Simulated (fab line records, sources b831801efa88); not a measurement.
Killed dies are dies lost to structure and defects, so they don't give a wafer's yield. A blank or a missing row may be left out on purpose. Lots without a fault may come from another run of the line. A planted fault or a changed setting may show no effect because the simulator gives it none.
A struck lot beside a sound one | flow gf180mcu | 26 steps out of a route of 602
Sound: wafers L840.2, L840.4, L840.5. Struck: wafer L860.5. (L860.3, L860.6 of the same lot were not struck and are left out.) The cause comes at the end.
At each step with rows: each side's tool, then ch and its chambers, then its first start. Under that, the readings that differ: sound wafers | struck wafers | difference of the means | sigmas: that difference in standard deviations of wafers without a fault.
alike: readings whose means differ by less than 2 such deviations, and words and numbers that are the same on both sides. not compared: withheld readings, readings that some wafer has no value for, bounds like >300 that may hide the same value, and numbers for which the record gives no deviation and whose values overlap.
The two part at a step that has a row with sigmas, a row that says differs or no value, or rows on one side only. Numbers that don't overlap but have no deviation are shown without sigmas and don't part them. A reading that every wafer of one side lacks parts them only if that side has two wafers or more.

first, 1 step without rows for these wafers: GF_V4_CVD_23 (deposits W, target thk 350 nm, time 104.9 s).
GF_V4_RS_MEAS_24: measures by four-point-probe.
  sound on film_metro-02, day 24 14:20; struck on film_metro-01, day 30 13:23
  reading          | sound             | struck | difference | sigmas
  V4_W_RS (ohm/sq) | 0.313 0.315 0.315 | 0.330  | +0.016     | +3
GF_V4_THK_MEAS_25: measures by xrf.
  sound on film_metro-02, day 24 14:26; struck on film_metro-01, day 30 13:29
  reading       | sound       | struck | difference | sigmas
  V4_W_THK (nm) | 375 376 374 | 355    | -20        | -3
GF_V4_CMP_26: polishes, stops on SiO2, t overpolish 15 s, target thk 0 nm.
  sound on cmp-01 ch 1,3, day 24 14:32; struck on cmp-02 ch 1, day 30 13:34
  reading             | sound          | struck | difference | sigmas
  motor_current_A (A) | 10.1 13.2 12.9 | 9.2    | -2.9       | -2
  alike: overpolish_run_s, time_to_endpoint_s
then, 2 steps without rows for these wafers: GF_MIM_SPUTTER_00 (material Ti, target thk 37.5 nm, time 150 s); GF_MIM_SPUTTER_01 (material TiN, target thk 30 nm, time 25 s).
GF_MIM_SPUTTER_02: material AlCu, target thk 450 nm, time 23.9 s.
  sound on pvd_sputter-04, day 24 14:55; struck on pvd_sputter-03, day 30 13:57
  alike: throttle_valve_pct
GF_MIM_SPUTTER_03: material Ti, target thk 10 nm, time 6.7 s.
  sound on pvd_sputter-04, day 24 14:57; struck on pvd_sputter-03, day 30 13:59
  alike: throttle_valve_pct
then, 1 step without rows for these wafers: GF_MIM_SPUTTER_04 (material TiN, target thk 50 nm, time 41.7 s).
GF_MIM_CVD_05: deposits Si3N4, target thk 42 nm, time 29.086 s.
  sound on pecvd-03 ch 0,1,2, day 24 15:01; struck on pecvd-03 ch 1, day 30 14:02
  alike: heater_power_w
GF_MIM_THK_MEAS_06:
  sound on film_metro-04, day 24 15:03; struck on film_metro-03, day 30 14:05
  alike: MIM_CVD_05_THK
GF_MIM_SPUTTER_07: material TiN, target thk 60 nm, time 50 s.
  sound on pvd_sputter-03, day 24 15:06; struck on pvd_sputter-04, day 30 14:08
  alike: throttle_valve_pct
GF_MIM_SPUTTER_08: material AlCu, target thk 200 nm, time 10.6 s.
  sound on pvd_sputter-03, day 24 15:08; struck on pvd_sputter-04, day 30 14:11
  alike: throttle_valve_pct
then, 1 step without rows for these wafers: GF_MIM_SPUTTER_09 (material TiN, target thk 35 nm, time 29.2 s).
GF_MIM_RS_MEAS_10: measures by four-point-probe.
  sound on film_metro-01, day 24 15:13; struck on film_metro-01, day 30 14:16
  reading              | sound                | struck | difference | sigmas
  MIM_ALCU_RS (ohm/sq) | 0.1660 0.1652 0.1639 | 0.1889 | +0.0239    | +10
GF_MIM_THK_MEAS_11: measures by xrf.
  sound on film_metro-01, day 24 15:20; struck on film_metro-01, day 30 14:22
  reading           | sound       | struck | difference | sigmas
  MIM_ALCU_THK (nm) | 194 195 197 | 178    | -17        | -5
then, 7 steps without rows for these wafers: GF_MIM_DEHYDRATE_12 (time 60 s); GF_MIM_HMDS_13 (prime time 60 s); GF_MIM_COAT_14 (resist thk 1000 nm); GF_MIM_SOFTBAKE_15 (time 60 s); GF_MIM_EXPOSE_16 (exposes mask FuseTop, target cd 2000 nm); GF_MIM_PEB_17; GF_MIM_DEVELOP_18 (develop time 60 s).
GF_MIM_METAL_ETCH_19: etches the open film in Cl2/BCl3, stops on Si3N4, target depth 324.5 nm, time 54.1 s.
  sound on rie_metal-01 ch 0,1, day 25 12:54; struck on rie_metal-04 ch 0, day 31 07:32
  reading                     | sound                | struck | difference | sigmas
  drypump_motor_current_A (A) | 6.14 5.97 6.15       | 5.49   | -0.60      | -3
  oes_product_au (a.u.)       | 0.919 0.920 0.935    | 0.892  | -0.033     | -4
  throttle_valve_pct (%)      | 28.306 28.311 28.278 | 28.338 | +0.040     | +4
  not compared: rf_hours_counter_h
then, 1 step without rows for these wafers: GF_MIM_STRIP_20 (strips in O2/N2).
GF_PASSIVATION_PROBE_99:
  the record has rows for the sound wafers here (prober-02, day 29 03:36) and none for the struck ones

WHERE THEY PART
First at GF_V4_RS_MEAS_24; last, within this record, at GF_PASSIVATION_PROBE_99.

WHY: what the simulator had put in
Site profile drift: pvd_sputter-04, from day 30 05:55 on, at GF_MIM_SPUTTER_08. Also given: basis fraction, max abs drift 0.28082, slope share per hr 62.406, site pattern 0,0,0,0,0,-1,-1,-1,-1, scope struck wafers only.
